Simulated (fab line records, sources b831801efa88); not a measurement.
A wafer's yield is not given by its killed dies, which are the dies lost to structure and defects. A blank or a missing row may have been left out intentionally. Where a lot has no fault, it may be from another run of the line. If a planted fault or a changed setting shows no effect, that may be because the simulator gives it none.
fab line records + flow sky130 + part 1 of 2: steps 1 to 32 of 33
record
- lots=6
- wafers=18
- lastDay=50
route steps=708 shown LOCAL_INTERCONNECT@394 CONTACT@406 PAD_OPEN@708
lots that met no fault: from a run of the same line without faults
startH: start of the lot's first displayed wafer, in hours after the record's first day + waitH: hours elapsed since this lot's preceding step + " the same as in the row above + L1.1+2: a row that stands for several wafers + - either no value or no given start + * or withheld: withheld + < > ~ a bound
route shown NAME@n: NAME is a module with steps in the file, n the number in the route of the first one + usual: mean and standard deviation over wafers with no fault + same: alike in all rows + chamber/n: place in a boat + sites: per-site readings + _std_site: the values' standard deviation + _edge_site: inner sites' mean taken away from outer sites' mean + radiusMm: how far each site lies from the wafer's centre + mask NAME#n: copy n + behind: the last tool/chamber to shape the wafer + hold: what put the lot on hold/how long, in hours/how the hold closed + device: transistor that didn't switch, given as n, p or np + end of line: the same wafers' tests at the end of the route + a step given without rows: its recipe and nothing more + killed: not the wafer's yield, but the dies lost to structure and defects at the first sort + map: the dies of a wafer, with x for killed, . for not killed, _ for no die there
set.NAME: the setting as run; set.NAME@STEP: as run at that earlier step + model.NAME: the simulator's own value behind a step, which no gauge read
lots at selected steps of the route; one table per step, one row per wafer
services: a tool's chamber out of use, with start hour (startH, from the record's first day; less than 0 if before it), hours out, and reason
## steps
# step SKY_LOCAL_INTERCONNECT_SOFTBAKE_07
# recipe
- tempC=100
- timeS=90
- resist=KrF-thick
# step SKY_LOCAL_INTERCONNECT_EXPOSE_08
# recipe
- maskId=LI1M
- na=0.8
- sourceShape=annular
- sigmaInner=0.55
- sigmaOuter=0.85
- targetCdNm=170
- doseMj=28
# step SKY_LOCAL_INTERCONNECT_PEB_09
# recipe
- pebTempC=withheld
- pebTimeS=withheld
- resist=KrF-thick
# step SKY_LOCAL_INTERCONNECT_DEVELOP_10
# recipe
- developTimeS=60
- resist=KrF-thick
- devTempC=21
# step SKY_LOCAL_INTERCONNECT_CD_MEAS_11
# recipe
- targetCdNm=170
# usual
- cdNm=170.3/1.1
| lot.wafer | tool     | chamber | startH | waitH | cdNm  |
|-----------|----------|---------|--------|-------|-------|
| L581.1    | cdSem-02 | -       | 732.14 | -     | 170.0 |
| L581.3    | "        | -       | "      | "     | 171.0 |
| L581.5    | "        | -       | "      | "     | 169.5 |
| L582.1    | cdSem-02 | -       | 763.19 | -     | 171.0 |
| L582.2    | "        | -       | "      | "     | 172.3 |
| L582.5    | "        | -       | "      | "     | 170.1 |
| L585.2    | cdSem-01 | -       | 766.71 | -     | 169.6 |
| L585.3    | "        | -       | "      | "     | 167.7 |
| L585.6    | "        | -       | "      | "     | 168.9 |
| L591.2    | cdSem-01 | -       | 806.46 | -     | 167.6 |
| L591.4    | "        | -       | "      | "     | 169.1 |
| L591.5    | "        | -       | "      | "     | 169.2 |
| L594.2    | cdSem-02 | -       | 831.82 | -     | 169.5 |
| L594.3    | "        | -       | "      | "     | 171.2 |
| L594.4    | "        | -       | "      | "     | 170.8 |
| L601.2    | cdSem-01 | -       | 874.92 | -     | 171.1 |
| L601.3    | "        | -       | "      | "     | 171.5 |
| L601.6    | "        | -       | "      | "     | 170.7 |
# step SKY_LOCAL_INTERCONNECT_OVL_MEAS_12
# usual
- LOCAL_INTERCONNECT_OVL=-2/5.4
| lot.wafer | tool       | chamber | startH | waitH | LOCAL_INTERCONNECT_OVL[nm] |
|-----------|------------|---------|--------|-------|----------------------------|
| L581.1    | overlay-01 | -       | 732.26 | 0.1   | -5                         |
| L581.3    | "          | -       | "      | "     | -7                         |
| L581.5    | "          | -       | "      | "     | -9                         |
| L582.1    | overlay-01 | -       | 763.31 | 0.1   | 2                          |
| L582.2    | "          | -       | "      | "     | 4                          |
| L582.5    | "          | -       | "      | "     | -1                         |
| L585.2    | overlay-02 | -       | 766.82 | 0.1   | -5                         |
| L585.3    | "          | -       | "      | "     | -2                         |
| L585.6    | "          | -       | "      | "     | -13                        |
| L591.2    | overlay-02 | -       | 806.56 | 0.1   | 3                          |
| L591.4    | "          | -       | "      | "     | -2                         |
| L591.5    | "          | -       | "      | "     | 2                          |
| L594.2    | overlay-02 | -       | 831.92 | 0.1   | 1                          |
| L594.3    | "          | -       | "      | "     | 0                          |
| L594.4    | "          | -       | "      | "     | -6                         |
| L601.2    | overlay-01 | -       | 875.02 | 0.1   | -11                        |
| L601.3    | "          | -       | "      | "     | 0                          |
| L601.6    | "          | -       | "      | "     | -9                         |
# step SKY_LOCAL_INTERCONNECT_ETCH_13
# recipe
- chemistry=N2/H2
- target=BARC
- ionEnergyEv=200
- biasW=100
- pressureMtorr=30
- n2FlowSccm=100
- h2FlowSccm=200
- icpW=500
- stopOn=SiO2
- timeS=45.9
- targetDepthA=600
# step SKY_LOCAL_INTERCONNECT_METAL_ETCH_14
# recipe
- targetDepthNm=110
- stopOn=PSG
- chemistry=Cl2/BCl3
- target=TiN
- resistSidewallDeg=88
- pressureMtorr=10
- icpW=900
- biasW=48.5
- Cl2_flow_sccm=60
- bcl3FlowSccm=30
- timeS=31.4
# usual
- drypumpMotorCurrentA=5.83/0.21
- oesProductAu=0.940/0.0075
- throttleValvePct=21.901/0.0099
| lot.wafer | tool        | chamber | startH | waitH | drypumpMotorCurrentA | oesProductAu | rfHoursCounterH | throttleValvePct |
|-----------|-------------|---------|--------|-------|----------------------|--------------|-----------------|------------------|
| L581.1    | rieMetal-01 | 0       | 732.36 | 0.0   | 6.22                 | 0.939        | 15              | 21.904           |
| L581.3    | "           | 0       | "      | "     | 6.22                 | 0.947        | -               | 21.910           |
| L581.5    | "           | 1       | "      | "     | 6.04                 | 0.940        | -               | 21.899           |
| L582.1    | rieMetal-02 | 0       | 763.41 | 0.0   | 5.87                 | 0.943        | 13              | 21.900           |
| L582.2    | "           | 1       | "      | "     | 5.97                 | 0.943        | 2               | 21.888           |
| L582.5    | "           | 0       | "      | "     | 5.88                 | 0.931        | -               | 21.890           |
| L585.2    | rieMetal-01 | 0       | 766.91 | 0.0   | 6.22                 | 0.937        | 16              | 21.903           |
| L585.3    | "           | 0       | "      | "     | 6.21                 | 0.946        | -               | 21.885           |
| L585.6    | "           | 1       | "      | "     | 6.02                 | 0.938        | -               | 21.901           |
| L591.2    | rieMetal-02 | 1       | 806.66 | 0.0   | 5.99                 | 0.946        | 3               | 21.910           |
| L591.4    | "           | 1       | "      | "     | 5.98                 | 0.949        | -               | 21.895           |
| L591.5    | "           | 0       | "      | "     | 5.87                 | 0.954        | -               | 21.897           |
| L594.2    | rieMetal-02 | 1       | 832.10 | 0.1   | 5.95                 | 0.931        | -               | 21.903           |
| L594.3    | "           | 1       | "      | "     | 5.94                 | 0.930        | -               | 21.905           |
| L594.4    | "           | 1       | "      | "     | 5.94                 | 0.925        | -               | 21.917           |
| L601.2    | rieMetal-02 | 1       | 875.20 | 0.1   | 5.97                 | 0.936        | -               | 21.916           |
| L601.3    | "           | 1       | "      | "     | 6.00                 | 0.928        | -               | 21.909           |
| L601.6    | "           | 1       | "      | "     | 5.97                 | 0.940        | -               | 21.913           |
# step SKY_LOCAL_INTERCONNECT_STRIP_15
# recipe
- chemistry=O2/N2
- powerW=1400
- pressureMtorr=1500
- platenTempC=withheld
- o2FlowSccm=3000
- n2FlowSccm=300
- overashFraction=0.5
# usual
- drypumpMotorCurrentA=5.33/0.24
- oesProductAu=0.427/0.0043
- stripTimeToEndpointS=4.711/0.021
| lot.wafer | tool           | chamber | startH | waitH | drypumpMotorCurrentA | oesProductAu | rfHoursCounterH | stripTimeToEndpointS |
|-----------|----------------|---------|--------|-------|----------------------|--------------|-----------------|----------------------|
| L581.1    | plasmaAsher-02 | 1       | 732.41 | 0.0   | 5.18                 | 0.425        | 104             | 4.759                |
| L581.3    | "              | 1       | "      | "     | 5.15                 | 0.425        | -               | 4.721                |
| L581.5    | "              | 1       | "      | "     | 5.15                 | 0.425        | -               | 4.703                |
| L582.1    | plasmaAsher-02 | 0       | 763.46 | 0.0   | 5.63                 | 0.432        | 2               | 4.706                |
| L582.2    | "              | 1       | "      | "     | 5.15                 | 0.433        | 2               | 4.682                |
| L582.5    | "              | 0       | "      | "     | 5.62                 | 0.429        | -               | 4.693                |
| L585.2    | plasmaAsher-02 | 0       | 766.96 | 0.0   | 5.64                 | 0.426        | 3               | 4.747                |
| L585.3    | "              | 0       | "      | "     | 5.63                 | 0.426        | -               | 4.733                |
| L585.6    | "              | 0       | "      | "     | 5.64                 | 0.424        | -               | 4.719                |
| L591.2    | plasmaAsher-02 | 1       | 806.71 | 0.0   | 5.16                 | 0.424        | 7               | 4.707                |
| L591.4    | "              | 0       | "      | "     | 5.63                 | 0.433        | -               | 4.691                |
| L591.5    | "              | 0       | "      | "     | 5.63                 | 0.416        | -               | 4.702                |
| L594.2    | plasmaAsher-02 | 1       | 832.18 | 0.1   | 5.12                 | 0.421        | 10              | 4.699                |
| L594.3    | "              | 0       | "      | "     | 5.63                 | 0.425        | -               | 4.708                |
| L594.4    | "              | 1       | "      | "     | 5.14                 | 0.421        | -               | 4.661                |
| L601.2    | plasmaAsher-01 | 1       | 875.28 | 0.1   | 5.56                 | 0.431        | 45              | 4.715                |
| L601.3    | "              | 1       | "      | "     | 5.56                 | 0.430        | -               | 4.709                |
| L601.6    | "              | 0       | "      | "     | 5.14                 | 0.429        | -               | 4.724                |
# step SKY_LOCAL_INTERCONNECT_STRIP_16
# recipe
- chemistry=postEtchResidueRemover
- timeS=1200
- tempC=72.5
# step SKY_LOCAL_INTERCONNECT_CLEAN_17
# recipe
- chemistry=IPA
- timeS=180
- tempC=25
# step SKY_LOCAL_INTERCONNECT_CLEAN_18
# recipe
- chemistry=O3/DIW
- dry=n2Spin
# step SKY_CONTACT_CVD_00
# recipe
- material=Si3N4
- targetThkNm=75
- tempC=400
- timeS=withheld
- rfW=450
# usual
- heaterPowerOuterW=431/52
- heaterPowerW=720/75
| lot.wafer | tool     | chamber | startH | waitH | heaterPowerOuterW | heaterPowerW |
|-----------|----------|---------|--------|-------|-------------------|--------------|
| L581.1    | pecvd-01 | 2       | 733.01 | 0.0   | 476               | 791          |
| L581.3    | "        | 2       | "      | "     | 487               | 792          |
| L581.5    | "        | 1       | "      | "     | 447               | 770          |
| L582.1    | pecvd-01 | 2       | 764.05 | 0.0   | 468               | 765          |
| L582.2    | "        | 0       | "      | "     | 469               | 793          |
| L582.5    | "        | 1       | "      | "     | 447               | 739          |
| L585.2    | pecvd-01 | 0       | 767.55 | 0.0   | 436               | 737          |
| L585.3    | "        | 2       | "      | "     | 479               | 762          |
| L585.6    | "        | 1       | "      | "     | 447               | 776          |
| L591.2    | pecvd-03 | 1       | 807.30 | 0.0   | 407               | 753          |
| L591.4    | "        | 2       | "      | "     | 518               | 827          |
| L591.5    | "        | 0       | "      | "     | 395               | 668          |
| L591.2    | pecvd-03 | 1       | 807    | -     | 408               | 738          |
| L591.4    | "        | 2       | "      | "     | 514               | 851          |
| L591.5    | "        | 0       | "      | "     | 399               | 677          |
| L594.2    | pecvd-03 | 1       | 832.78 | 0.0   | 335               | 612          |
| L594.3    | "        | 0       | "      | "     | 467               | 761          |
| L594.4    | "        | 1       | "      | "     | 338               | 623          |
| L594.2    | pecvd-03 | 1       | 832    | -     | 341               | 611          |
| L594.3    | "        | 0       | "      | "     | 465               | 776          |
| L594.4    | "        | 1       | "      | "     | 334               | 629          |
| L601.2    | pecvd-02 | 2       | 875.87 | 0.0   | 431               | 685          |
| L601.3    | "        | 1       | "      | "     | 431               | 697          |
| L601.6    | "        | 0       | "      | "     | 353               | 601          |
# step SKY_CONTACT_THK_MEAS_01
# recipe
- reads=Si3N4_of_CONTACT_CVD_00
# usual
- CONTACT_CVD_00_THK=74.9/0.88
| lot.wafer | tool         | chamber | startH | waitH | CONTACT_CVD_00_THK[nm] |
|-----------|--------------|---------|--------|-------|------------------------|
| L581.1    | filmMetro-04 | -       | 733.06 | -     | 74.0                   |
| L581.3    | "            | -       | "      | "     | 76.2                   |
| L581.5    | "            | -       | "      | "     | 75.2                   |
| L582.1    | filmMetro-04 | -       | 764.08 | -     | 73.8                   |
| L582.2    | "            | -       | "      | "     | 74.0                   |
| L582.5    | "            | -       | "      | "     | 74.8                   |
| L585.2    | filmMetro-02 | -       | 767.59 | -     | 75.5                   |
| L585.3    | "            | -       | "      | "     | 74.5                   |
| L585.6    | "            | -       | "      | "     | 77.0                   |
| L591.2    | filmMetro-02 | -       | 807.54 | -     | 150.2                  |
| L591.4    | "            | -       | "      | "     | 151.0                  |
| L591.5    | "            | -       | "      | "     | 151.9                  |
| L594.2    | filmMetro-02 | -       | 833.02 | -     | 150.4                  |
| L594.3    | "            | -       | "      | "     | 150.4                  |
| L594.4    | "            | -       | "      | "     | 152.0                  |
| L601.2    | filmMetro-04 | -       | 875.92 | -     | 74.5                   |
| L601.3    | "            | -       | "      | "     | 74.0                   |
| L601.6    | "            | -       | "      | "     | 74.8                   |
# step SKY_CONTACT_HDPCVD_02
# recipe
- material=SiO2
- targetThkNm=565
- sigmaOpenFrac=0.3
- timeS=94.2
- tempC=600
- sih4FlowSccm=60
- pressureMtorr=6
# step SKY_CONTACT_THK_MEAS_03
# recipe
- reads=SiO2_of_CONTACT_HDPCVD_02
# usual
- CONTACT_HDPCVD_THK=564/5.1
| lot.wafer | tool         | chamber | startH | waitH | CONTACT_HDPCVD_THK[nm] |
|-----------|--------------|---------|--------|-------|------------------------|
| L581.1    | filmMetro-02 | -       | 733.19 | 0.0   | 561                    |
| L581.3    | "            | -       | "      | "     | 561                    |
| L581.5    | "            | -       | "      | "     | 557                    |
| L582.1    | filmMetro-02 | -       | 764.21 | 0.0   | 564                    |
| L582.2    | "            | -       | "      | "     | 560                    |
| L582.5    | "            | -       | "      | "     | 570                    |
| L585.2    | filmMetro-01 | -       | 767.72 | 0.0   | 562                    |
| L585.3    | "            | -       | "      | "     | 564                    |
| L585.6    | "            | -       | "      | "     | 561                    |
| L591.2    | filmMetro-04 | -       | 807.67 | 0.0   | 560                    |
| L591.4    | "            | -       | "      | "     | 556                    |
| L591.5    | "            | -       | "      | "     | 561                    |
| L594.2    | filmMetro-01 | -       | 833.15 | 0.0   | 559                    |
| L594.3    | "            | -       | "      | "     | 558                    |
| L594.4    | "            | -       | "      | "     | 556                    |
| L601.2    | filmMetro-01 | -       | 876.05 | 0.0   | 568                    |
| L601.3    | "            | -       | "      | "     | 560                    |
| L601.6    | "            | -       | "      | "     | 560                    |
# step SKY_CONTACT_CMP_04
# recipe
- material=SiO2
- downForcePsi=4
- platenRpm=60
- padVelocityMS=0.94248
# usual
- motorCurrentA=12.1/0.91
- timeToEndpointS=81/3.9
| lot.wafer | tool   | chamber | startH | waitH | motorCurrentA | timeToEndpointS |
|-----------|--------|---------|--------|-------|---------------|-----------------|
| L581.1    | cmp-01 | 0       | 733.25 | 0.1   | 12.1          | 81              |
| L581.3    | "      | 1       | "      | "     | 11.6          | 81              |
| L581.5    | "      | 1       | "      | "     | 11.7          | 77              |
| L582.2    | cmp-01 | 1       | 764.27 | 0.0   | 11.4          | 76              |
| L582.1    | "      | 3       | "      | "     | 10.1          | 79              |
| L582.5    | "      | 1       | "      | "     | 10.9          | 78              |
| L585.3    | cmp-01 | 3       | 767.91 | 0.2   | 10.0          | 81              |
| L585.2    | "      | 1       | "      | "     | 11.4          | 79              |
| L585.6    | "      | 3       | "      | "     | 10.1          | 81              |
| L591.4    | cmp-01 | 1       | 807.78 | 0.1   | 10.9          | 75              |
| L591.2    | "      | 3       | "      | "     | 10.2          | 79              |
| L591.5    | "      | 1       | "      | "     | 11.4          | 77              |
| L594.3    | cmp-02 | 1       | 833.20 | 0.0   | 12.9          | 78              |
| L594.2    | "      | 3       | "      | "     | 11.6          | 80              |
| L594.4    | "      | 0       | "      | "     | 12.6          | 84              |
| L601.3    | cmp-02 | 1       | 876.10 | 0.0   | 12.5          | 73              |
| L601.2    | "      | 3       | "      | "     | 11.4          | 79              |
| L601.6    | "      | 2       | "      | "     | 12.6          | 76              |
# step SKY_CONTACT_BOW_MEAS_05
# recipe
- mode=bow
# usual
- CONTACT_BOW=83/6.6
| lot.wafer | tool         | chamber | startH | waitH | CONTACT_BOW[um] |
|-----------|--------------|---------|--------|-------|-----------------|
| L581.1    | filmMetro-01 | -       | 733.55 | 0.2   | 81              |
| L581.3    | "            | -       | "      | "     | 88              |
| L581.5    | "            | -       | "      | "     | 94              |
| L582.1    | filmMetro-02 | -       | 764.57 | 0.1   | 82              |
| L582.2    | "            | -       | "      | "     | 74              |
| L582.5    | "            | -       | "      | "     | 82              |
| L585.2    | filmMetro-04 | -       | 768.18 | 0.1   | 86              |
| L585.3    | "            | -       | "      | "     | 92              |
| L585.6    | "            | -       | "      | "     | 82              |
| L591.2    | filmMetro-02 | -       | 808.10 | 0.2   | 76              |
| L591.4    | "            | -       | "      | "     | 76              |
| L591.5    | "            | -       | "      | "     | 64              |
| L594.2    | filmMetro-02 | -       | 833.52 | 0.2   | 84              |
| L594.3    | "            | -       | "      | "     | 95              |
| L594.4    | "            | -       | "      | "     | 90              |
| L601.2    | filmMetro-04 | -       | 876.42 | 0.2   | 89              |
| L601.3    | "            | -       | "      | "     | 81              |
| L601.6    | "            | -       | "      | "     | 79              |
# step SKY_CONTACT_DEHYDRATE_06
# recipe
- tempC=200
- timeS=60
# step SKY_CONTACT_HMDS_07
# recipe
- primeTimeS=60
- primeTempC=120
# step SKY_CONTACT_COAT_08
# recipe
- resist=BARC
- tempC=withheld
- timeS=withheld
- spinRpm=3000
- resistThkNm=60
# step SKY_CONTACT_COAT_09
# recipe
- resist=KrF-thick
- spinRpm=3000
- resistThkNm=450
# step SKY_CONTACT_SOFTBAKE_10
# recipe
- tempC=100
- timeS=90
- resist=KrF-thick
# step SKY_CONTACT_EXPOSE_11
# recipe
- maskId=CTM1
- na=0.8
- sourceShape=annular
- sigmaInner=0.55
- sigmaOuter=0.85
- targetCdNm=170
- doseMj=38
# step SKY_CONTACT_PEB_12
# recipe
- pebTempC=withheld
- pebTimeS=withheld
- resist=KrF-thick
# step SKY_CONTACT_DEVELOP_13
# recipe
- developTimeS=60
- resist=KrF-thick
- devTempC=21
# step SKY_CONTACT_CD_MEAS_14
# recipe
- targetCdNm=170
# usual
- cdNm=169.5/1.6
| lot.wafer | tool     | chamber | startH | waitH | cdNm  |
|-----------|----------|---------|--------|-------|-------|
| L581.1    | cdSem-02 | -       | 760.57 | -     | 169.6 |
| L581.3    | "        | -       | "      | "     | 169.4 |
| L581.5    | "        | -       | "      | "     | 170.2 |
| L582.1    | cdSem-02 | -       | 791.89 | -     | 170.0 |
| L582.2    | "        | -       | "      | "     | 168.4 |
| L582.5    | "        | -       | "      | "     | 169.4 |
| L585.2    | cdSem-01 | -       | 794.99 | -     | 168.0 |
| L585.3    | "        | -       | "      | "     | 169.3 |
| L585.6    | "        | -       | "      | "     | 167.5 |
| L591.2    | cdSem-01 | -       | 834.26 | -     | 170.8 |
| L591.4    | "        | -       | "      | "     | 168.6 |
| L591.5    | "        | -       | "      | "     | 169.4 |
| L594.2    | cdSem-01 | -       | 858.81 | -     | 167.6 |
| L594.3    | "        | -       | "      | "     | 166.8 |
| L594.4    | "        | -       | "      | "     | 167.9 |
| L601.2    | cdSem-02 | -       | 901.51 | -     | 173.5 |
| L601.3    | "        | -       | "      | "     | 173.2 |
| L601.6    | "        | -       | "      | "     | 173.7 |
# step SKY_CONTACT_OVL_MEAS_15
# usual
- CONTACT_OVL=1/5.2
| lot.wafer | tool       | chamber | startH | waitH | CONTACT_OVL[nm] |
|-----------|------------|---------|--------|-------|-----------------|
| L581.1    | overlay-01 | -       | 760.69 | 0.1   | -7              |
| L581.3    | "          | -       | "      | "     | 3               |
| L581.5    | "          | -       | "      | "     | 1               |
| L582.1    | overlay-01 | -       | 792.01 | 0.1   | -4              |
| L582.2    | "          | -       | "      | "     | 5               |
| L582.5    | "          | -       | "      | "     | -4              |
| L585.2    | overlay-02 | -       | 795.10 | 0.1   | -8              |
| L585.3    | "          | -       | "      | "     | 2               |
| L585.6    | "          | -       | "      | "     | -4              |
| L591.2    | overlay-01 | -       | 834.37 | 0.1   | -7              |
| L591.4    | "          | -       | "      | "     | -3              |
| L591.5    | "          | -       | "      | "     | 2               |
| L594.2    | overlay-02 | -       | 858.92 | 0.1   | 3               |
| L594.3    | "          | -       | "      | "     | 15              |
| L594.4    | "          | -       | "      | "     | 8               |
| L601.2    | overlay-01 | -       | 901.62 | 0.1   | 10              |
| L601.3    | "          | -       | "      | "     | 3               |
| L601.6    | "          | -       | "      | "     | 7               |
# step SKY_CONTACT_ETCH_16
# recipe
- chemistry=N2/H2
- target=BARC
- ionEnergyEv=200
- sourceW=500
- biasW=100
- pressureMtorr=30
- n2FlowSccm=100
- h2FlowSccm=200
- stopOn=SiO2
- timeS=45.9
- targetDepthA=600
# step SKY_CONTACT_ETCH_17
# recipe
- target=SiO2
- chemistry=C4F8/O2/Ar
- stopOn=Si3N4
- maskMaterial=KrF-thick
- sourceW=1500
- biasW=1200
- pressureMtorr=40
- c4f8FlowSccm=withheld
- O2_flow_sccm=6
- Ar_flow_sccm=300
- timeS=withheld
- targetDepthA=3400
# usual
- oesProductAu=0.892/0.0048
| lot.wafer | tool       | chamber | startH | waitH | oesProductAu |
|-----------|------------|---------|--------|-------|--------------|
| L581.1    | rieDiel-02 | 2       | 760.77 | 0.0   | 0.888        |
| L581.3    | "          | 3       | "      | "     | 0.889        |
| L581.5    | "          | 3       | "      | "     | 0.891        |
| L582.1    | rieDiel-03 | 2       | 792.09 | 0.0   | 0.890        |
| L582.2    | "          | 3       | "      | "     | 0.897        |
| L582.5    | "          | 1       | "      | "     | 0.893        |
| L585.2    | rieDiel-02 | 2       | 795.17 | 0.0   | 0.889        |
| L585.3    | "          | 3       | "      | "     | 0.889        |
| L585.6    | "          | 3       | "      | "     | 0.889        |
| L591.2    | rieDiel-02 | 1       | 834.44 | 0.0   | 0.903        |
| L591.4    | "          | 3       | "      | "     | 0.888        |
| L591.5    | "          | 1       | "      | "     | 0.900        |
| L594.2    | rieDiel-03 | 3       | 858.99 | 0.0   | 0.898        |
| L594.3    | "          | 1       | "      | "     | 0.892        |
| L594.4    | "          | 0       | "      | "     | 0.891        |
| L601.2    | rieDiel-02 | 3       | 901.69 | 0.0   | 0.901        |
| L601.3    | "          | 2       | "      | "     | 0.893        |
| L601.6    | "          | 1       | "      | "     | 0.891        |
# step SKY_CONTACT_ETCH_18
# recipe
- target=Si3N4
- chemistry=CHF3/O2
- stopOn=TiN
- sourceW=600
- biasW=200
- pressureMtorr=40
- chf3FlowSccm=50
- O2_flow_sccm=5
- timeS=39
- targetDepthA=750
# usual
- drypumpMotorCurrentA=5.6/0.49
- oesProductAu=0.854/0.0072
- throttleValvePct=8.793/0.0096
| lot.wafer | tool       | chamber | startH | waitH | drypumpMotorCurrentA | oesProductAu | rfHoursCounterH | throttleValvePct | model.etch.depthNm |
|-----------|------------|---------|--------|-------|----------------------|--------------|-----------------|------------------|--------------------|
| L581.1    | rieDiel-02 | 2       | -      | -     | 5.1                  | 0.846        | 7               | 8.799            | 73.98              |
| L581.3    | "          | 3       | "      | "     | 5.5                  | 0.868        | 5               | 8.798            | 76.27              |
| L581.5    | "          | 3       | "      | "     | 5.5                  | 0.857        | -               | 8.811            | 75.22              |
| L582.1    | rieDiel-03 | 2       | -      | -     | 4.9                  | 0.850        | 24              | 8.791            | 73.71              |
| L582.2    | "          | 3       | "      | "     | 6.4                  | 0.848        | 11              | 8.788            | 74.02              |
| L582.5    | "          | 1       | "      | "     | 5.4                  | 0.853        | -               | 8.798            | 74.81              |
| L585.2    | rieDiel-02 | 2       | -      | -     | 5.1                  | 0.852        | 8               | 8.790            | 75.48              |
| L585.3    | "          | 3       | "      | "     | 5.5                  | 0.859        | 6               | 8.785            | 74.55              |
| L585.6    | "          | 3       | "      | "     | 5.5                  | 0.866        | -               | 8.805            | 76.96              |
| L591.2    | rieDiel-02 | 1       | -      | -     | 5.4                  | 1.002        | 8               | 8.815            | 97.15              |
| L591.4    | "          | 3       | "      | "     | 5.5                  | 0.983        | 7               | 8.832            | 95.92              |
| L591.5    | "          | 1       | "      | "     | 5.4                  | 1.002        | -               | 8.837            | 96.35              |
| L594.2    | rieDiel-03 | 3       | -      | -     | 6.4                  | 1.006        | 14              | 8.814            | 98.17              |
| L594.3    | "          | 1       | "      | "     | 5.3                  | 0.998        | 1               | 8.836            | 97.38              |
| L594.4    | "          | 0       | "      | "     | 4.7                  | 0.997        | 12              | 8.826            | 97.05              |
| L601.2    | rieDiel-02 | 3       | -      | -     | 5.5                  | 0.861        | 9               | 8.791            | 74.48              |
| L601.3    | "          | 2       | "      | "     | 5.1                  | 0.849        | 12              | 8.802            | 73.95              |
| L601.6    | "          | 1       | "      | "     | 5.4                  | 0.861        | -               | 8.796            | 74.74              |
# step SKY_CONTACT_STRIP_19
# recipe
- chemistry=O2/N2
- powerW=1400
- pressureMtorr=1500
- platenTempC=withheld
- o2FlowSccm=3000
- n2FlowSccm=300
- overashFraction=0.5
# usual
- drypumpMotorCurrentA=5.5/0.39
- oesProductAu=0.381/0.0046
- stripTimeToEndpointS=3.613/0.023
| lot.wafer | tool           | chamber | startH | waitH | drypumpMotorCurrentA | oesProductAu | rfHoursCounterH | stripTimeToEndpointS |
|-----------|----------------|---------|--------|-------|----------------------|--------------|-----------------|----------------------|
| L581.1    | plasmaAsher-04 | 1       | 760.86 | -     | 5.7                  | 0.388        | 88              | 3.618                |
| L581.3    | "              | 1       | "      | "     | 5.6                  | 0.387        | -               | 3.627                |
| L581.5    | "              | 0       | "      | "     | 6.1                  | 0.375        | -               | 3.622                |
| L582.1    | plasmaAsher-03 | 0       | 792.18 | -     | 5.4                  | 0.385        | 68              | 3.572                |
| L582.2    | "              | 1       | "      | "     | 4.9                  | 0.379        | 68              | 3.596                |
| L582.5    | "              | 0       | "      | "     | 5.4                  | 0.376        | -               | 3.602                |
| L585.2    | plasmaAsher-04 | 1       | 795.26 | -     | 5.7                  | 0.380        | 92              | 3.624                |
| L585.3    | "              | 0       | "      | "     | 6.1                  | 0.381        | -               | 3.613                |
| L585.6    | "              | 1       | "      | "     | 5.7                  | 0.378        | -               | 3.625                |
| L591.2    | plasmaAsher-04 | 1       | 834.53 | -     | 5.6                  | 0.384        | 97              | 3.620                |
| L591.4    | "              | 1       | "      | "     | 5.6                  | 0.377        | -               | 3.611                |
| L591.5    | "              | 1       | "      | "     | 5.6                  | 0.380        | -               | 3.605                |
| L594.2    | plasmaAsher-02 | 0       | 859.08 | -     | 5.6                  | 0.383        | 13              | 3.584                |
| L594.3    | "              | 1       | "      | "     | 5.1                  | 0.373        | -               | 3.598                |
| L594.4    | "              | 0       | "      | "     | 5.6                  | 0.376        | -               | 3.611                |
| L601.2    | plasmaAsher-04 | 0       | 901.78 | -     | 6.2                  | 0.380        | 103             | 3.623                |
| L601.3    | "              | 0       | "      | "     | 6.2                  | 0.381        | -               | 3.627                |
| L601.6    | "              | 0       | "      | "     | 6.2                  | 0.378        | -               | 3.599                |
## key
firstSign
- step=SKY_CONTACT_CVD_00
- reading=visit
- direction=added
effect
- step=SKY_CONTACT_THK_MEAS_01
- reading=CONTACT_CVD_00_THK
- direction=up
- sigmas=86
- usual=74.9
- struck=151.0
effect
- step=SKY_CONTACT_ETCH_18
- reading=oesProductAu
- direction=up
- sigmas=20
- usual=0.854
- struck=0.998
effect
- step=SKY_PAD_OPEN_PROBE_99
- reading=killedAtContacts
- direction=up
- sigmas=73
- usual=24
- struck=424
modelEffect
- step=SKY_CONTACT_ETCH_18
- value=etch.depthNm
- without=75.42
- struck=97
moreKillsBornAt
- SKY_CONTACT_ETCH_18@rieDiel-03=1200
- SKY_CONTACT_ETCH_18@rieDiel-02=1178
metAt SKY_CONTACT_CVD_00
struckWafers L591.2,L591.4,L591.5,L594.2,L594.3,L594.4
laterRowsLeftOut L591.2,L591.4,L591.5,L594.2,L594.3,L594.4
testerLeftOut L591,L594
fault
- kind=repeatedStepWhole
- tool=pecvd-01,pecvd-02,pecvd-03
- chamber=-
- onsetH=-
- steps=SKY_CONTACT_CVD_00
- times=1
- scope=struckLotsOnly
# testerLeftOut: of these lots the tester's yield and bins aren't shown, on N5 and GAA mostly nor the transistor test; their killed dies are dies lost to structure and defects alone, not to doping, threshold or leakage, so they don't give the yield
# laterRowsLeftOut: the simulator's readings of these wafers behind a module that went badly wrong aren't trusted and aren't shown, but for the sort
